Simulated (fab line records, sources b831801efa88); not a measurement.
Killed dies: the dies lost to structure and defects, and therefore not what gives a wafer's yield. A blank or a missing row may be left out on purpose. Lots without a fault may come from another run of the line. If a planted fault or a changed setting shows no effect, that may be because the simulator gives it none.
Problem report, 8D (eight disciplines) form, completed by code -- flow sky130 -- the parts of the form that need people (team, actions taken, sign-off) are left out

1. PROBLEM STATEMENT
At SKY_POLY_GATE_IMPLANT_02, beam on s averages 51.8 s over 4 wafers from 3 lots, while fault-free wafers read 37.0 s, standard deviation 3. Measured from the usual mean, that is +4.9 standard deviations.
First observed at day 19 07:32: wafer L163.1, on implanter-02. The record has a number at this step for 32 wafers belonging to 11 lots. Rule for "out" (also "out of limits"): further than 4 standard deviations from the usual mean. The other wafers with a number count as sound.

2. WHAT IT IS, WHAT IT ISN'T
question,is,is not
which readings at this step,beam on s,dose ions cm2
which lots,"L163, L164, L166","L151, L154, L156, L159, L160, L161, L173, L174"
which wafers of those lots,"L163.1, L163.4, L164.1, L166.4","L163.5, L164.3, L164.5, L166.5"
read on which tools,implanter-02,"implanter-03, implanter-04"
when,from day 19 07:32,"up to then (19 sound wafers); but 9 sound wafers of L164, L166, L173, L174 came after"

3. SUSPECTS, AND WHAT RULES EACH OUT
Counting: a tool at a process step up to the reading stays a suspect if it ran every lot that is out. Sound lots after the first of them don't rule it out here, since some wafers of a struck lot are sound.
- plasma asher-02 at SKY_VT_ADJUST_HVTR_STRIP_10 (strips in O2/N2): kept. Every lot that is out went through it, the first being L163 (day 13 01:09); the last sound lot it ran before that was L160 (day 12 02:46).
- implanter-02 at SKY_POLY_GATE_IMPLANT_02: kept. Every lot that is out went through it, the first being L163 (day 19 07:32); the last sound lot it ran before that was L161 (day 18 17:49). Its own beam on s readings are out on those wafers.
The count leaves implanter-02 at SKY_POLY_GATE_IMPLANT_02 and plasma asher-02 at SKY_VT_ADJUST_HVTR_STRIP_10.

4. THE CAUSE (what the simulator had put in)
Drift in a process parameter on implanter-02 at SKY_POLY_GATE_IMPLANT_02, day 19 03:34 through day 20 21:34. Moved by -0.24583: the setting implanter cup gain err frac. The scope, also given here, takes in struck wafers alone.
2 suspects survive the count, and this tool is in that group.

5. THE EFFECT CHAIN, in route order
Each row: a reading where the mean over the struck wafers with a number is more than 3 standard deviations away from the usual. Only readings for which the record gives a usual standard deviation are gone through. hours: the time from each lot's start at the first step in this table that gives one to its start at this step, as a median over the lots. sigmas: the change in usual standard deviations.
hours,step,reading,usual,on struck wafers,change,sigmas
0,SKY_POLY_GATE_IMPLANT_02,beam on s,37.0 s,51.8,+14.8,+4.9
0,SKY_POLY_GATE_IMPLANT_02,faraday current uA,11552,8267,-3285,-3.4
0,SKY_RES_PROTECT_STRIP_07,oes product au,0.517 a.u.,0.504,-0.013,-3.1
0,SKY_RES_PROTECT_STRIP_07,strip time to endpoint s,23.29 s,24.50,+1.21,+22
It contains these process steps:
- SKY_POLY_GATE_IMPLANT_02
- SKY_RES_PROTECT_STRIP_07: strips in O2/N2.

6. HOW IT WOULD HAVE BEEN CAUGHT EARLIER
4 hours passed between the start of the fault at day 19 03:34 and the first reading out of limits in this record, taken at day 19 07:32.
